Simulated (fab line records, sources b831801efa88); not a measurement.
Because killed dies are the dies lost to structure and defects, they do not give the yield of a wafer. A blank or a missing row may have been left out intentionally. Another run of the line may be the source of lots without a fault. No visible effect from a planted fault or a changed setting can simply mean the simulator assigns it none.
Comparing a struck lot with a sound one || flow sky130 || 17 steps out of a route of 708
Sound: wafers L747.2, L747.3, L747.4. Wafers L753.2, L753.3, L753.4 were the ones struck. The cause comes at the end.
Each step with rows lists, per side, the tool, then ch with its chambers, then its first start. Under that, the readings that differ: sound wafers || struck wafers || difference of the means || sigmas: that difference in standard deviations of wafers without a fault.
alike: same words and numbers on both sides, and readings whose means sit less than 2 such deviations apart. not compared: any withheld reading, any reading some wafer has no value for, any bound like >300 that may hide the same value, and any number with overlapping values for which the record gives no deviation.
The two part at a step that has a row with sigmas, a row that says differs or no value, or rows on one side only. When numbers do not overlap yet have no deviation, they are printed without sigmas and do not part them. Lack of a reading on every wafer of one side parts them only where that side has two or more wafers.

SKY_VT_ADJUST_HVTR_OVL_MEAS_08:
  struck on overlay-01, day 12 19:13; sound on overlay-02, day 11 05:11
  alike: VT_ADJUST_HVTR_OVL
next, for these wafers, 1 step has no rows: SKY_VT_ADJUST_HVTR_IMPLANT_09.
SKY_VT_ADJUST_HVTR_STRIP_10: strips in O2/N2.
  sound on plasma-asher-04 ch 0,1, day 11 05:22; struck on plasma-asher-02 ch 0,1, day 12 19:24
  alike: drypump-motor-current-A, o2-flow-sccm, oes-product-au, strip-time-to-endpoint-s
  not compared: rf-hours-counter-h
SKY_VT_ADJUST_HVTR_TW_MEAS_11:
  struck on film-metro-03, day 12 19:31; sound on film-metro-02, day 11 05:29
{"reading": "VT_ADJUST_HVTR_TW", "sound": "215 216 217", "struck": "209 209 208", "difference": -7, "sigmas": -2}
then, 7 steps without rows for these wafers: SKY_VT_ADJUST_PCH_DEHYDRATE_00 (time 60 s); SKY_VT_ADJUST_PCH_HMDS_01 (prime time 60 s); SKY_VT_ADJUST_PCH_COAT_02 (resist thk 3000 nm); SKY_VT_ADJUST_PCH_SOFTBAKE_03; SKY_VT_ADJUST_PCH_EXPOSE_04 (exposes mask NWM, target cd 840 nm); SKY_VT_ADJUST_PCH_PEB_05; SKY_VT_ADJUST_PCH_DEVELOP_06 (develop time 60 s).
SKY_VT_ADJUST_PCH_OVL_MEAS_07:
  struck on overlay-01, day 13 21:19; sound on overlay-02, day 12 04:52
  alike: VT_ADJUST_PCH_OVL
SKY_VT_ADJUST_PCH_IMPLANT_08:
  sound on implanter-01 ch 0, day 12 04:55; struck on implanter-03 ch 0, day 13 21:41
  alike: beam-energy-keV
SKY_VT_ADJUST_PCH_STRIP_09: strips in O2/N2.
  sound on plasma-asher-01 ch 0,1, day 12 05:02; struck on plasma-asher-02 ch 0,1, day 13 21:49
  alike: drypump-motor-current-A, o2-flow-sccm, oes-product-au, strip-time-to-endpoint-s
  not compared: rf-hours-counter-h
SKY_VT_ADJUST_PCH_TW_MEAS_10:
  struck on film-metro-01, day 13 21:56; sound on film-metro-01, day 12 05:09
{"reading": "VT_ADJUST_PCH_TW", "sound": "142.0 141.8 142.8", "struck": "171.0 171.8 170.4", "difference": "+28.9", "sigmas": "+16"}
then, 1 step without rows for these wafers: SKY_SONOS_TUNNEL_DEHYDRATE_00 (time 60 s).
-- record jumps: 35 days separate the struck wafers' starts on either side; left off in module SONOS_TUNNEL, taken up again in module PAD_OPEN, whose first shown step is the route's number 708 --
SKY_PAD_OPEN_PROBE_99:
  struck on prober-02, day 49 04:29; sound on prober-02, day 48 00:56
{"reading": "model.etest.nfet_16v.r-on-ohm-um", "sound": "1.411e+04 1.415e+04 1.418e+04", "struck": "1.458e+04 1.461e+04 1.473e+04", "difference": "+4.933e+02", "sigmas": ""}
{"reading": "model.etest.pfet-g5v0d10v5.r-on-ohm-um", "sound": "4664 4692 4694", "struck": "4471 4523 4580", "difference": -159, "sigmas": ""}
{"reading": "model.etest.tip-p.rs-ohm-sq", "sound": "6737 6711 6710", "struck": "6775 6802 6772", "difference": "+64", "sigmas": ""}
{"reading": "model.etest.tip_p_5v.rs-ohm-sq", "sound": "2811 2816 2814", "struck": "2770 2799 2777", "difference": -32, "sigmas": ""}
{"reading": "model.etest.pfet-g5v0d10v5.drive-ua-um", "sound": "349.7 349.8 348", "struck": "364.3 364.1 361.6", "difference": "+14.2", "sigmas": ""}
{"reading": "model.etest.pfet_01v8_lvt.drive-ua-um", "sound": "178 176.6 176.2", "struck": "192.6 189.8 192.3", "difference": "+14.6", "sigmas": ""}
{"reading": "model.etest.pfet_16v.drive-ua-um", "sound": "247.4 247.4 244.5", "struck": "261.5 261.5 258.7", "difference": "+14.1", "sigmas": ""}
{"reading": "model.etest.pfet_01v8.drive-ua-um", "sound": "195.3 196.9 196.1", "struck": "201.1 199.4 204.7", "difference": "+5.6", "sigmas": ""}
  alike: killed_at_M0_to_M3, killed_at_M4_up, killed-at-contacts, killed-at-front-end, killed-at-other, killed-dies, killed-open, killed-short

## WHERE THEY PART
Last at SKY_VT_ADJUST_PCH_TW_MEAS_10 as far as this record goes, first at SKY_VT_ADJUST_HVTR_TW_MEAS_11. Later steps at which nothing parts them and some readings are alike: SKY_PAD_OPEN_PROBE_99.

WHY: what the simulator had put in
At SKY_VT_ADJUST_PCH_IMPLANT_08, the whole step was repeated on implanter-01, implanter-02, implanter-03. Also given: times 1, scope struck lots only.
